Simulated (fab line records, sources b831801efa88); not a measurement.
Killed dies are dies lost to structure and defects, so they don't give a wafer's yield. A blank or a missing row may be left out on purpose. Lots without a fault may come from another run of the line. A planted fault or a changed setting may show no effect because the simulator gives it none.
A struck lot beside a sound one | flow sky130 | 23 steps out of a route of 708
Sound: wafers L853.1, L853.3, L853.6. Struck: wafer L867.5. (L867.1, L867.4 of the same lot were not struck and are left out.) The cause comes at the end.
At each step with rows: each side's tool, then ch and its chambers, then its first start. Under that, the readings that differ: sound wafers | struck wafers | difference of the means | sigmas: that difference in standard deviations of wafers without a fault.
alike: readings whose means differ by less than 2 such deviations, and words and numbers that are the same on both sides. not compared: withheld readings, readings that some wafer has no value for, bounds like >300 that may hide the same value, and numbers for which the record gives no deviation and whose values overlap.
The two part at a step that has a row with sigmas, a row that says differs or no value, or rows on one side only. Numbers that don't overlap but have no deviation are shown without sigmas and don't part them. A reading that every wafer of one side lacks parts them only if that side has two wafers or more.

first, 1 step without rows for these wafers: SKY_CAPM_DEVELOP_11 (develop time 60 s).
SKY_CAPM_OVL_MEAS_12:
  sound on overlay-02, day 38 18:50; struck on overlay-02, day 42 20:47
  reading       | sound         | struck | difference | sigmas
  CAPM_OVL (nm) | -0.1 -1.2 0.7 | -2.6   | -2.4       | -2
SKY_CAPM_METAL_ETCH_13: etches TiN in Cl2/BCl3, stops on SiO2, target depth 220 nm, time 62.9 s.
  sound on rie_metal-02 ch 0,1, day 38 18:52; struck on rie_metal-02 ch 1, day 42 20:49
  reading               | sound             | struck | difference | sigmas
  oes_product_au (a.u.) | 0.952 0.953 0.960 | 0.936  | -0.019     | -2
  alike: bcl3_flow_sccm, drypump_motor_current_A, throttle_valve_pct
  not compared: rf_hours_counter_h
SKY_CAPM_STRIP_14: strips in O2/N2.
  sound on plasma_asher-01 ch 0, day 38 18:57; struck on plasma_asher-03 ch 0, day 42 20:54
  alike: drypump_motor_current_A, o2_flow_sccm, oes_product_au, strip_time_to_endpoint_s
  not compared: rf_hours_counter_h
then, 8 steps without rows for these wafers: SKY_CAPM_STRIP_15 (strips in post etch residue remover, time 1200 s); SKY_CAPM_CLEAN_16 (cleans in IPA, time 180 s); SKY_CAPM_CLEAN_17 (cleans in O3/DIW); SKY_METAL3_DEHYDRATE_05 (time 60 s); SKY_METAL3_HMDS_06 (prime time 60 s); SKY_METAL3_COAT_07 (resist thk 60 nm); SKY_METAL3_COAT_08 (resist thk 1140 nm); SKY_METAL3_SOFTBAKE_09 (time 90 s).
SKY_METAL3_EXPOSE_10: exposes mask MM3, target cd 300 nm.
  sound on krf_scanner-02 ch 0, day 39 08:37; struck on krf_scanner-02 ch 0, day 43 10:25
  alike: mask, focus_offset_nm
then, 2 steps without rows for these wafers: SKY_METAL3_PEB_11; SKY_METAL3_DEVELOP_12 (develop time 60 s).
SKY_METAL3_CD_MEAS_13: target cd 300 nm.
  sound on cd_sem-02, day 39 19:54; struck on cd_sem-01, day 43 20:59
  reading    | sound             | struck | difference | sigmas
  cd_nm (nm) | 304.8 303.9 303.2 | 263.5  | -40.5      | -25
SKY_METAL3_OVL_MEAS_14:
  sound on overlay-01, day 39 20:01; struck on overlay-01, day 43 21:07
  alike: METAL3_OVL
SKY_METAL3_DESCUM_15: chemistry O2, time 8 s.
  sound on rie_metal-02 ch 0, day 39 20:04; struck on rie_metal-04 ch 0, day 43 21:08
  reading                 | sound             | struck | difference | sigmas
  model.METAL3.cd_nm (nm) | 304.7 304.3 303.2 | 263.4  | -40.7      |
  alike: drypump_motor_current_A, oes_product_au
  not compared: rf_hours_counter_h
SKY_METAL3_ETCH_16: etches BARC in N2/H2, stops on SiO2, time 88.2 s, target depth 60 nm.
  sound on rie_metal-02 ch 0, day 39 20:05; struck on rie_metal-04 ch 0, day 43 21:10
  alike: drypump_motor_current_A, h2_flow_sccm, oes_product_au, throttle_valve_pct
  not compared: rf_hours_counter_h
SKY_METAL3_ETCH_17: etches SiO2 in C4F8/O2/Ar, stops on TiN, time 3.9 s, target depth 15 nm.
  sound on rie_diel-04 ch 0,2,3, day 39 20:11; struck on rie_diel-02 ch 1, day 43 21:16
  alike: oes_product_au
  not compared: rf_hours_counter_h
SKY_METAL3_METAL_ETCH_18: etches the open film in Cl2/BCl3, stops on SiO2, target depth 845 nm, time 183.1 s.
  sound on rie_metal-03 ch 0,1, day 39 20:13; struck on rie_metal-03 ch 0, day 43 21:17
  reading                 | sound           | struck | difference | sigmas
  model.METAL3.cd_nm (nm) | 305 308.5 298.6 | 267.7  | -36.3      |
  alike: bcl3_flow_sccm, drypump_motor_current_A, oes_product_au, throttle_valve_pct
  not compared: rf_hours_counter_h
SKY_METAL3_STRIP_19: strips in O2/N2.
  sound on plasma_asher-04 ch 0,1, day 39 20:23; struck on plasma_asher-04 ch 0, day 43 21:39
  alike: drypump_motor_current_A, o2_flow_sccm, oes_product_au, strip_time_to_endpoint_s
  not compared: rf_hours_counter_h
-- the record jumps here: 6 days lie between the struck wafers' starts before and after (it left off in module METAL3 and takes up again in module PAD_OPEN, whose first step shown is number 708 of the route) --
SKY_PAD_OPEN_PROBE_99:
  sound on prober-01, day 46 19:29; struck on prober-02, day 50 02:17
  reading                        | sound               | struck | difference | sigmas
  model.etest.met3.width_nm (nm) | 305.6 308.7 299.3   | 271.8  | -32.7      |
  model.etest.met3.line_ohm_um   | 0.139 0.1387 0.1413 | 0.1569 | +0.0172    |

WHERE THEY PART
First at SKY_CAPM_OVL_MEAS_12; last, within this record, at SKY_METAL3_CD_MEAS_13. Later steps at which nothing parts them and some readings are alike: SKY_METAL3_OVL_MEAS_14, SKY_METAL3_DESCUM_15, SKY_METAL3_ETCH_16, SKY_METAL3_ETCH_17, SKY_METAL3_METAL_ETCH_18, SKY_METAL3_STRIP_19.

WHY: what the simulator had put in
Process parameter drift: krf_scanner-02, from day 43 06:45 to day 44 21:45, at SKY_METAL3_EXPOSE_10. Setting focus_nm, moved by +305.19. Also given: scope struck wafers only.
